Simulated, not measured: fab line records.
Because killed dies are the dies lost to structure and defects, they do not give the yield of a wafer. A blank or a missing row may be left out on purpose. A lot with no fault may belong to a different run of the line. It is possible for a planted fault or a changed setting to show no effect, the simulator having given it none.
Split-lot study -- flow gf180mcu -- 23 wafers read from 5 lots, route of 602 steps

== ON THE SPLIT ==
At GF_NWELL_IMPLANT_08, the setting energy_kev was moved away from the recipe's 450 on 4 of the 23 wafers read, by -8.3% to -8.1%. The other wafers ran this setting at the recipe's value.

Reading taken at the split's own step.

== THE READING ==
implant.drp_nm (the simulator's own value, which no gauge read), in nm, at GF_NWELL_IMPLANT_08. The file does not state a usual value for it.

wafer,"tool, chamber at the split",energy_kev as run,against the recipe,"implant.drp_nm, nm",against lot-mates on the recipe
L076.1,"implanter-01, 0",450,recipe,123.9,-
L076.4,"implanter-01, 0",450,recipe,123.9,-
L076.5,"implanter-01, 0",450,recipe,123.9,-
L077.1,"implanter-03, 0",450,recipe,123.9,-
L077.2,"implanter-03, 0",450,recipe,123.9,-
L077.3,"implanter-03, 0",450,recipe,123.9,-
L077.5,"implanter-03, 0",450,recipe,123.9,-
L077.6,"implanter-03, 0",450,recipe,123.9,-
L081.1,"implanter-03, 0",450,recipe,123.9,-
L081.2,"implanter-03, 0",450,recipe,123.9,-
L081.5,"implanter-03, 0",450,recipe,123.9,-
L081.4,"implanter-03, 0",412.6,-8.3%,118.8,-5.1
L081.6,"implanter-03, 0",412.6,-8.3%,118.8,-5.1
L082.1,"implanter-04, 0",450,recipe,123.9,-
L082.3,"implanter-04, 0",450,recipe,123.9,-
L082.5,"implanter-04, 0",450,recipe,123.9,-
L082.2,"implanter-04, 0",413.7,-8.1%,118.9,-5.0
L082.4,"implanter-04, 0",413.7,-8.1%,118.9,-5.0
L083.1,"implanter-01, 0",450,recipe,123.9,-
L083.2,"implanter-01, 0",450,recipe,123.9,-
L083.3,"implanter-01, 0",450,recipe,123.9,-
L083.4,"implanter-01, 0",450,recipe,123.9,-
L083.6,"implanter-01, 0",450,recipe,123.9,-

FIT RESULTS
A straight line over all 23 wafers: implant.drp_nm changes by +0.617 nm for each +1% of energy_kev; r = +1.00; the points scatter about the line by 0.011 nm.
The same after taking each lot's own level away (the mean of its wafers on the recipe; 23 wafers): +0.617 nm for each +1%; r = +1.00; scatter 0.011 nm.
Per that fit: largest energy_kev move, reading shift of 5.1 nm.
The lots' own levels span 123.90 to 123.90 nm.
The two slopes are in agreement: the lot-to-lot level therefore moves the slope only a little.
Check: with one of the wafers moved furthest among these (-8.3%) left out of the fit, the line predicts -5.13 nm for it against its lot-mates. It came out at -5.1 nm against them.

== THESE WAFERS: OTHER SPLITS ==
Before the reading, these wafers also passed through other splits. Each is held against what the fit with the lots' levels taken away leaves over:
other split on the same wafers,wafers away from the commonest value,r with implant.drp_nm (lot level and that fit taken away)
GF_STI_OXIDATION_01 ox_time_s,10,-0.01
GF_STI_EXPOSE_09 dose_mj,2,+0.00
GF_STI_PEB_10 peb_temp_c,11,+0.38
GF_STI_WET_ETCH_26 temp_c,18,-0.15

== THE WHOLE CHAIN: every reading that the file lists as answering this split, in the file's order ==
step,what it does,reading,change (the file's fit),r (the file's)
GF_NWELL_IMPLANT_08,,"implant.rp_nm (the simulator's own value, which no gauge read)",+5.03 nm for each +1% of the setting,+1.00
GF_NWELL_IMPLANT_08,,"implant.drp_nm (the simulator's own value, which no gauge read)",+0.614 nm for each +1% of the setting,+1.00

== THE FILE'S OWN FIT ==
implant.drp_nm changes by +0.614 nm for each +1% of energy_kev, r = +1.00.
